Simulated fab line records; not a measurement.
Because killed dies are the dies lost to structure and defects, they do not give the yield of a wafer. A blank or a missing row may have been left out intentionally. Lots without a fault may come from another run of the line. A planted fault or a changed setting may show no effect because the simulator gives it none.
fab line records	flow sky130
[record] lots = 10	wafers = 30	last_day = 50
route steps=708 shown CONTACT@433 METAL2@485 PAD_OPEN@708
lots with no fault: from the same line, run without faults
start_h: start of the lot's first displayed wafer, in hours after the record's first day	wait_h: time in hours since the lot's previous step	" identical to the entry in the row above	L1.1+2: one row covering several wafers at once	- value missing, or start not given	* or withheld: withheld	< > ~ a bound
route shown NAME@n: names a module that has steps shown in the file, with the first one's number in the route	usual: the fault-free wafers' mean and standard deviation	same: alike in all rows	chamber/n: place in a boat	sites: readings site by site	_std_site: how widely they spread, as a standard deviation	_edge_site: outer sites' mean less inner sites'	radius_mm: for every site, how far away it sits from the centre of the wafer	mask NAME#n: copy n	behind: the most recent tool/chamber to have shaped the wafer	hold: the reason the lot was held/the length of the hold in hours/how it ended	device: transistor that didn't switch, given as n, p or np	end of line: tests of these same wafers at the route's end	where a step has no rows: the recipe by itself	killed: dies lost to structure and defects at the first sort, not the wafer's yield	map: per-die view of a wafer (x killed, . not killed, _ where there is no die)
set.NAME: the setting that was run; set.NAME@STEP: the one run at that earlier step	model.NAME: the simulator's own value behind a step, which no gauge read
one table for each step of the route and one row for each wafer, over a sample of lots
services: from which hour (start_h, from the record's first day; less than 0 if before it) a tool's chamber was out of use, for how many hours, and why
[[steps]]
[step SKY_CONTACT_CMP_27]
[recipe] stop_on = SiO2	t_overpolish_s = 15	down_force_psi = 3.5	platen_rpm = 60	target_thk_nm = 0	pad_velocity_m_s = 0.94248
[usual] head_pressure_psi = 3.500/0.0079	motor_current_A = 11.1/1	overpolish_run_s = 15.000/0.0091	time_to_endpoint_s = 83/3.6
lot.wafer	tool	chamber	start_h	wait_h	head_pressure_psi	motor_current_A	overpolish_run_s	time_to_endpoint_s
L599.4	cmp-01	0	732.01	0.0	3.489	9.9	14.999	79
L599.2	"	3	"	"	3.500	10.5	15.010	77
L599.5	"	1	"	"	3.511	11.3	15.012	75
L600.4	cmp-01	1	742.04	0.0	3.507	11.3	14.996	82
L600.2	"	2	"	"	3.494	10.5	14.997	80
L600.1	"	0	"	"	3.500	9.8	14.993	80
L604.4	cmp-02	3	766.36	0.1	3.494	10.3	14.978	83
L604.3	"	0	"	"	3.513	12.4	15.009	90
L604.6	"	2	"	"	3.500	12.5	14.989	78
L608.4	cmp-01	0	813.26	0.1	3.504	10.0	14.987	78
L608.5	"	2	"	"	3.501	10.5	14.998	88
L608.6	"	3	"	"	3.509	10.4	14.985	80
L609.1	cmp-01	2	822.27	0.1	3.489	10.5	15.001	87
L609.3	"	0	"	"	3.502	9.8	15.008	82
L609.6	"	2	"	"	3.486	10.1	14.997	80
L611.4	cmp-02	3	826.95	0.0	3.494	9.9	14.998	81
L611.1	"	1	"	"	3.499	12.1	15.000	85
L611.2	"	2	"	"	3.503	12.1	15.002	78
L619.4	cmp-01	2	883.87	0.1	3.502	10.7	14.992	86
L619.1	"	3	"	"	3.502	10.6	15.001	81
L619.6	"	2	"	"	3.494	10.9	15.010	87
L620.2	cmp-02	3	893.87	0.1	3.490	9.8	14.983	88
L620.3	"	0	"	"	3.502	11.9	15.003	87
L620.6	"	2	"	"	3.503	12.8	14.990	83
L621.3	cmp-02	2	900.16	0.0	3.515	12.4	15.004	79
L621.2	"	1	"	"	3.499	11.9	15.007	85
L621.6	"	3	"	"	3.497	10.1	14.995	79
L622.1	cmp-02	3	903.62	0.2	3.502	9.8	15.008	84
L622.4	"	0	"	"	3.497	11.7	15.015	91
L622.6	"	1	"	"	3.501	12.2	15.005	84
[step SKY_METAL2_SPUTTER_02]
[recipe] material = AlCu	target_thk_nm = 250	power_w = 10600	time_s = 13.3	chamber_pressure_pa = 0.4
[usual] cathode_dc_power_W = 10600/1.9	chamber_pressure_pa = 0.3999/0.00093	throttle_valve_pct = 30.0/1.4
lot.wafer	tool	chamber	start_h	wait_h	cathode_dc_power_W	chamber_pressure_pa	throttle_valve_pct
L599.2	pvd_sputter-04	-	789.97	0.0	10599	0.3989	30.6
L599.4	"	-	"	"	10603	0.3978	32.4
L599.5	"	-	"	"	10602	0.3987	28.7
L600.1	pvd_sputter-03	-	799.47	0.0	10597	0.4015	31.6
L600.2	"	-	"	"	10598	0.4003	27.3
L600.4	"	-	"	"	10602	0.4018	31.2
L604.3	pvd_sputter-04	-	823.19	0.0	10600	0.3987	32.3
L604.4	"	-	"	"	10603	0.4003	30.0
L604.6	"	-	"	"	10598	0.4003	30.4
L608.4	pvd_sputter-03	-	868.75	0.0	-	-	-
L608.5	"	-	"	"	-	-	-
L608.6	"	-	"	"	-	-	-
L609.1	pvd_sputter-01	-	877.45	0.0	-	-	-
L609.3	"	-	"	"	-	-	-
L609.6	"	-	"	"	-	-	-
L611.1	pvd_sputter-04	-	882.47	0.0	-	-	-
L611.2	"	-	"	"	-	-	-
L611.4	"	-	"	"	-	-	-
L619.1	pvd_sputter-04	-	939.62	0.0	10599	0.4005	28.8
L619.4	"	-	"	"	10595	0.4011	30.7
L619.6	"	-	"	"	10600	0.3996	32.0
L620.2	pvd_sputter-04	-	945.90	0.0	10599	0.4010	32.1
L620.3	"	-	"	"	10599	0.4012	28.7
L620.6	"	-	"	"	10602	0.3998	30.6
L621.2	pvd_sputter-03	-	951.48	0.0	10603	0.4007	31.0
L621.3	"	-	"	"	10598	0.3996	27.5
L621.6	"	-	"	"	10599	0.3985	27.4
L622.1	pvd_sputter-03	-	961.16	0.0	10601	0.4010	31.2
L622.4	"	-	"	"	10599	0.4002	29.1
L622.6	"	-	"	"	10601	0.4005	31.5
[step SKY_METAL2_SPUTTER_03]
[recipe] material = Ti	target_thk_nm = 5	power_w = 3000	time_s = 3.3	chamber_pressure_pa = 0.4
[usual] cathode_dc_power_W = 3000.0/0.5	chamber_pressure_pa = 0.4000/0.00079	throttle_valve_pct = 30.0/1.4
lot.wafer	tool	chamber	start_h	wait_h	cathode_dc_power_W	chamber_pressure_pa	throttle_valve_pct
L599.2	pvd_sputter-04	-	790.00	0.0	2999.8	0.4001	30.4
L599.4	"	-	"	"	2999.4	0.3991	32.0
L599.5	"	-	"	"	2999.7	0.3985	28.8
L600.1	pvd_sputter-03	-	799.50	0.0	2999.4	0.4028	31.3
L600.2	"	-	"	"	3000.7	0.4006	27.4
L600.4	"	-	"	"	2999.9	0.3994	31.3
L604.3	pvd_sputter-04	-	823.21	0.0	2999.9	0.3993	32.2
L604.4	"	-	"	"	2999.9	0.4001	30.0
L604.6	"	-	"	"	3000.5	0.3994	30.7
L608.4	pvd_sputter-03	-	868.78	0.0	3000.5	0.4007	31.6
L608.5	"	-	"	"	3000.8	0.3991	27.2
L608.6	"	-	"	"	3000.5	0.4001	31.0
L609.1	pvd_sputter-01	-	877.48	0.0	3000.1	0.3997	29.0
L609.3	"	-	"	"	3000.0	0.4004	30.8
L609.6	"	-	"	"	2999.4	0.3996	30.9
L611.1	pvd_sputter-04	-	882.49	0.0	3000.2	0.4009	30.1
L611.2	"	-	"	"	3000.0	0.4010	30.6
L611.4	"	-	"	"	3001.1	0.4010	32.2
L619.1	pvd_sputter-04	-	939.64	0.0	3000.1	0.3999	28.8
L619.4	"	-	"	"	3000.1	0.4001	30.8
L619.6	"	-	"	"	3000.0	0.3993	32.4
L620.2	pvd_sputter-04	-	945.92	0.0	3000.0	0.4000	31.8
L620.3	"	-	"	"	2999.4	0.3999	29.0
L620.6	"	-	"	"	3000.3	0.3996	30.4
L621.2	pvd_sputter-03	-	951.51	0.0	2999.0	0.3992	30.9
L621.3	"	-	"	"	3000.0	0.4006	27.2
L621.6	"	-	"	"	2999.6	0.3999	27.4
L622.1	pvd_sputter-03	-	961.18	0.0	3000.3	0.4004	30.7
L622.4	"	-	"	"	3000.2	0.4001	29.2
L622.6	"	-	"	"	3000.4	0.3995	31.6
[step SKY_METAL2_SPUTTER_04]
[recipe] material = TiN	target_thk_nm = 70	power_w = 6500	time_s = 58.3	chamber_pressure_pa = 0.4
[usual] cathode_dc_power_W = 6500.0/1.2	chamber_pressure_pa = 0.4000/0.0008	throttle_valve_pct = 30.0/1.4
lot.wafer	tool	chamber	start_h	wait_h	cathode_dc_power_W	chamber_pressure_pa	throttle_valve_pct
L599.2	pvd_sputter-04	-	790.02	0.0	6501.3	0.3999	30.6
L599.4	"	-	"	"	6501.5	0.3996	32.0
L599.5	"	-	"	"	6501.5	0.3991	28.9
L600.1	pvd_sputter-03	-	799.52	0.0	6500.9	0.4003	31.5
L600.2	"	-	"	"	6499.8	0.3983	27.4
L600.4	"	-	"	"	6498.4	0.3997	30.9
L604.3	pvd_sputter-04	-	823.23	0.0	6498.9	0.4010	31.9
L604.4	"	-	"	"	6502.4	0.4006	30.1
L604.6	"	-	"	"	6498.6	0.3992	30.3
L608.4	pvd_sputter-03	-	868.80	0.0	6499.8	0.3996	31.6
L608.5	"	-	"	"	6501.1	0.4010	27.3
L608.6	"	-	"	"	6499.2	0.4004	30.8
L609.1	pvd_sputter-01	-	877.50	0.0	6499.6	0.3995	29.1
L609.3	"	-	"	"	6501.7	0.4001	30.7
L609.6	"	-	"	"	6500.8	0.4011	31.0
L611.1	pvd_sputter-04	-	882.51	0.0	6500.2	0.4002	29.9
L611.2	"	-	"	"	6499.1	0.3998	30.5
L611.4	"	-	"	"	6501.1	0.4015	32.2
L619.1	pvd_sputter-04	-	939.66	0.0	6500.7	0.3991	28.5
L619.4	"	-	"	"	6499.3	0.4002	30.5
L619.6	"	-	"	"	6500.0	0.3992	31.8
L620.2	pvd_sputter-04	-	945.94	0.0	6499.8	0.4000	32.0
L620.3	"	-	"	"	6500.9	0.4003	28.6
L620.6	"	-	"	"	6500.2	0.4009	30.5
L621.2	pvd_sputter-03	-	951.52	0.0	6500.1	0.3996	30.9
L621.3	"	-	"	"	6500.0	0.3997	27.5
L621.6	"	-	"	"	6499.0	0.4012	27.3
L622.1	pvd_sputter-03	-	961.20	0.0	6501.1	0.4007	30.9
L622.4	"	-	"	"	6500.6	0.4003	29.1
L622.6	"	-	"	"	6501.4	0.4003	31.5
[step SKY_METAL2_RS_MEAS_05]
[recipe] thk_meas_gauge = four-point-probe	reads = TiN_of_METAL2_SPUTTER_04+Ti_of_METAL2_SPUTTER_03+AlCu_of_METAL2_SPUTTER_02+TiN_of_METAL2_SPUTTER_01+Ti_of_METAL2_SPUTTER_00
[usual] METAL2_ALCU_RS = 0.1253/0.0013
lot.wafer	tool	chamber	start_h	wait_h	METAL2_ALCU_RS[ohm/sq]
L599.2	film_metro-04	-	790.09	0.0	0.1252
L599.4	"	-	"	"	0.1236
L599.5	"	-	"	"	0.1248
L600.1	film_metro-03	-	799.56	0.0	0.1247
L600.2	"	-	"	"	0.1234
L600.4	"	-	"	"	0.1243
L604.3	film_metro-03	-	823.32	0.1	0.1249
L604.4	"	-	"	"	0.1255
L604.6	"	-	"	"	0.1251
L608.4	film_metro-03	-	868.90	0.1	8.7192
L608.5	"	-	"	"	8.6943
L608.6	"	-	"	"	8.7870
L609.1	film_metro-02	-	877.54	0.0	8.6385
L609.3	"	-	"	"	8.7818
L609.6	"	-	"	"	8.7810
L611.1	film_metro-02	-	882.56	0.0	8.5936
L611.2	"	-	"	"	8.5466
L611.4	"	-	"	"	8.5804
L619.1	film_metro-04	-	939.71	0.0	0.1252
L619.4	"	-	"	"	0.1266
L619.6	"	-	"	"	0.1249
L620.2	film_metro-03	-	946.01	0.0	0.1264
L620.3	"	-	"	"	0.1257
L620.6	"	-	"	"	0.1281
L621.2	film_metro-02	-	951.59	0.0	0.1262
L621.3	"	-	"	"	0.1260
L621.6	"	-	"	"	0.1249
L622.1	film_metro-02	-	961.25	0.0	0.1230
L622.4	"	-	"	"	0.1247
L622.6	"	-	"	"	0.1240
[step SKY_METAL2_THK_MEAS_06]
[recipe] thk_meas_gauge = xrf	reads = AlCu_of_METAL2_SPUTTER_02
[usual] METAL2_ALCU_THK = 253/3.1
lot.wafer	tool	chamber	start_h	wait_h	METAL2_ALCU_THK[nm]
L599.2	film_metro-04	-	790.20	0.1	254
L599.4	"	-	"	"	259
L599.5	"	-	"	"	254
L600.1	film_metro-03	-	799.68	0.1	251
L600.2	"	-	"	"	254
L600.4	"	-	"	"	254
L604.3	film_metro-03	-	823.42	0.1	252
L604.4	"	-	"	"	251
L604.6	"	-	"	"	252
L608.4	film_metro-03	-	868.99	0.1	<1
L608.5	"	-	"	"	<1
L608.6	"	-	"	"	<1
L609.1	film_metro-02	-	877.66	0.1	<0
L609.3	"	-	"	"	<0
L609.6	"	-	"	"	<0
L611.1	film_metro-02	-	882.68	0.1	<0
L611.2	"	-	"	"	<0
L611.4	"	-	"	"	<0
L619.1	film_metro-04	-	939.83	0.1	251
L619.4	"	-	"	"	249
L619.6	"	-	"	"	253
L620.2	film_metro-03	-	946.12	0.1	251
L620.3	"	-	"	"	251
L620.6	"	-	"	"	248
L621.2	film_metro-02	-	951.70	0.1	253
L621.3	"	-	"	"	253
L621.6	"	-	"	"	256
L622.1	film_metro-02	-	961.37	0.1	259
L622.4	"	-	"	"	256
L622.6	"	-	"	"	256
[step SKY_PAD_OPEN_PROBE_99]
[usual] defect_limited_yield = 82.1/2	killed_at_M0_to_M3 = 44/7.8	killed_at_M4_up = 3.1/1.7	killed_at_contacts = 25/5.1	killed_at_front_end = 15/4.4	killed_at_other = 0.5/0.68	killed_dies = 88/9.9	killed_on_rim = 17/3.9	killed_open = 48/6.9	killed_short = 39/6.5	sort_bin_3_pad_short = 0.8/0.42	sort_bin_5_function = 10.6/1.5	sort_bin_6_memory = 6.5/1.2	sort_n_pass = 404/9.9	sort_yield_pct = 82.1/2
[same] gross_dies = 492	killed_at_back_side = 0	sort_bin_4_leakage[%] = 0	sort_bin_8_speed[%] = 0
lot.wafer	tool	chamber	start_h	wait_h	defect_limited_yield[%]	killed_at_M0_to_M3	killed_at_M4_up	killed_at_contacts	killed_at_front_end	killed_at_other	killed_dies	killed_on_rim	killed_open	killed_short	sort_bin_3_pad_short[%]	sort_bin_5_function[%]	sort_bin_6_memory[%]	sort_n_pass	sort_yield_pct[%]
L608.4	prober-01	-	1132.74	0.2	0	451	5	20	15	1	492	96	52	36	0.6	93.3	6.1	0	0
L608.5	prober-01	-	1132.79	0.2	0	440	2	30	19	1	492	96	50	28	1.0	92.5	6.5	0	0
L608.6	prober-01	-	1132.84	0.2	0	447	1	33	11	0	492	96	47	42	1.0	92.1	6.9	0	0
L609.1	prober-02	-	1142.32	0.1	0	453	3	24	12	0	492	96	44	37	1.0	91.5	7.5	0	0
L609.3	prober-02	-	1142.42	0.2	0	446	3	26	17	0	492	96	36	38	0.2	94.1	5.7	0	0
L609.6	prober-02	-	1142.57	0.2	0	448	2	26	15	1	492	96	45	37	0.4	92.9	6.7	0	0
L611.1	prober-01	-	1144.02	0.1	0	453	3	20	16	0	492	96	41	41	1.6	91.7	6.7	0	0
L611.2	prober-01	-	1144.07	0.1	0	463	1	12	16	0	492	96	36	36	1.0	94.3	4.7	0	0
L611.4	prober-01	-	1144.17	0.2	0	450	1	27	14	0	492	96	40	54	1.0	91.1	7.9	0	0
// killed by level:class
L608.4 METAL2:area_sputter=403 VIA3:geometric_particle:open=14 VIA1:geometric_particle:open=9 LI_CONTACT:geometric_particle:open=7 VIA2:geometric_particle:short=6 VIA2:geometric_particle:open=6 FIELD_ISO:geometric_particle:open=5 CONTACT:geometric_particle:open=5
L608.5 METAL2:area_sputter=412 LI_CONTACT:geometric_particle:open=13 VIA1:geometric_particle:open=9 CONTACT:geometric_particle:open=8 FIELD_ISO:geometric_particle:short=7 FIELD_ISO:geometric_particle:open=5 POLY_GATE:geometric_particle:open=5 VIA3:geometric_particle:open=5
L608.6 METAL2:area_sputter=403 LI_CONTACT:geometric_particle:open=14 VIA1:geometric_particle:open=12 LI_CONTACT:geometric_particle:short=7 CONTACT:geometric_particle:open=6 METAL1:geometric_particle:short=6 CONTACT:geometric_particle:short=5 VIA3:geometric_particle:open=5
L609.1 METAL2:area_sputter=411 CONTACT:geometric_particle:open=10 VIA2:geometric_particle:open=10 LI_CONTACT:geometric_particle:open=8 VIA3:geometric_particle:open=7 METAL1:geometric_particle:short=6 FIELD_ISO:geometric_particle:short=4 METAL3:geometric_particle:short=4
L609.3 METAL2:area_sputter=418 CONTACT:geometric_particle:open=10 LOCAL_INTERCONNECT:geometric_particle:short=6 VIA1:geometric_particle:open=6 VIA3:geometric_particle:open=6 VIA1:geometric_particle:short=5 FIELD_ISO:geometric_particle:open=4 FIELD_ISO:geometric_particle:short=4
L609.6 METAL2:area_sputter=409 LI_CONTACT:geometric_particle:open=11 VIA1:geometric_particle:open=9 CONTACT:geometric_particle:open=8 VIA2:geometric_particle:open=6 FIELD_ISO:geometric_particle:short=5 VIA1:geometric_particle:short=5 METAL1:geometric_particle:short=5
L611.1 METAL2:area_sputter=409 VIA2:geometric_particle:open=9 VIA1:geometric_particle:open=9 CONTACT:geometric_particle:open=7 POLY_GATE:geometric_particle:short=6 METAL1:geometric_particle:short=6 FIELD_ISO:geometric_particle:open=4 FIELD_ISO:geometric_particle:short=4
L611.2 METAL2:area_sputter=420 VIA3:geometric_particle:short=7 LI_CONTACT:geometric_particle:open=6 VIA1:geometric_particle:open=6 METAL1:geometric_particle:short=6 VIA3:geometric_particle:open=5 VIA2:geometric_particle:open=5 FIELD_ISO:geometric_particle:short=4
L611.4 METAL2:area_sputter=396 VIA1:geometric_particle:open=11 LOCAL_INTERCONNECT:geometric_particle:short=9 CONTACT:geometric_particle:short=9 VIA2:geometric_particle:open=8 METAL2:geometric_particle:short=7 VIA3:geometric_particle:open=7 METAL1:geometric_particle:short=7
[[services]]
tool	chamber	start_h	hours	kind
pvd_sputter-03	-	731.19	6.5	repair
pvd_sputter-01	-	738.92	1.5	repair
cmp-01	-	744.00	4.0	pm
cmp-02	-	791.19	3.8	pm
pvd_sputter-03	-	804.69	3.0	repair
cmp-02	-	809.20	2.6	repair
pvd_sputter-03	3	813.60	-	consumable_replace:kit
pvd_sputter-03	3	813.60	18.0	scheduled_down
pvd_sputter-03	3	813.60	18.0	vent_cycle
pvd_sputter-01	-	814.77	6.9	repair
cmp-01	-	817.86	3.6	repair
pvd_sputter-03	-	821.93	4.1	repair
pvd_sputter-01	-	829.66	9.3	repair
pvd_sputter-01	-	832.32	0.5	repair
cmp-02	-	838.10	2.8	repair
pvd_sputter-01	-	844.80	1.7	repair
cmp-01	-	877.87	1.8	repair
cmp-01	-	902.11	4.2	pm
pvd_sputter-01	-	906.17	2.1	repair
cmp-01	-	908.95	1.6	repair
cmp-02	-	912.00	4.0	pm
cmp-01	-	926.83	20.7	pm
pvd_sputter-01	-	943.68	4.6	repair
cmp-02	-	953.28	0.9	repair
[[key]]
[first_sign] step = SKY_METAL2_SPUTTER_02	reading = tool_record	direction = missing
[effect] step = SKY_METAL2_RS_MEAS_05	reading = METAL2_ALCU_RS	direction = up	sigmas = 99+	usual = 0.1253	struck = 8.6803
[effect] step = SKY_METAL2_THK_MEAS_06	reading = METAL2_ALCU_THK	direction = down	sigmas = 83	usual = 253	struck = <0
[effect] step = SKY_PAD_OPEN_PROBE_99	reading = sort_bin_5_function	direction = up	sigmas = 55	usual = 10.6	struck = 92.6
[more_kills_born_at] SKY_METAL2_SPUTTER_02@pvd_sputter-01 = 1238	SKY_METAL2_SPUTTER_02@pvd_sputter-04 = 1225	SKY_METAL2_SPUTTER_02@pvd_sputter-03 = 1218
met_at SKY_METAL2_SPUTTER_02
struck_lots L608,L609,L611
later_rows_left_out L608.4,L608.5,L608.6,L609.1,L609.3,L609.6,L611.1,L611.2,L611.4
not_acting_at SKY_CONTACT_CMP_27,SKY_METAL2_SPUTTER_03,SKY_METAL2_SPUTTER_04
onset_between 823.19 868.75
[fault] kind = skipped_step_whole	tool = pvd_sputter-01,pvd_sputter-03,pvd_sputter-04	chamber = -	onset_h = 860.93	steps = SKY_METAL2_SPUTTER_02	scope = struck_lots_only
// later_rows_left_out: the simulator's readings of these wafers behind a module that went badly wrong aren't trusted and aren't shown, but for the sort
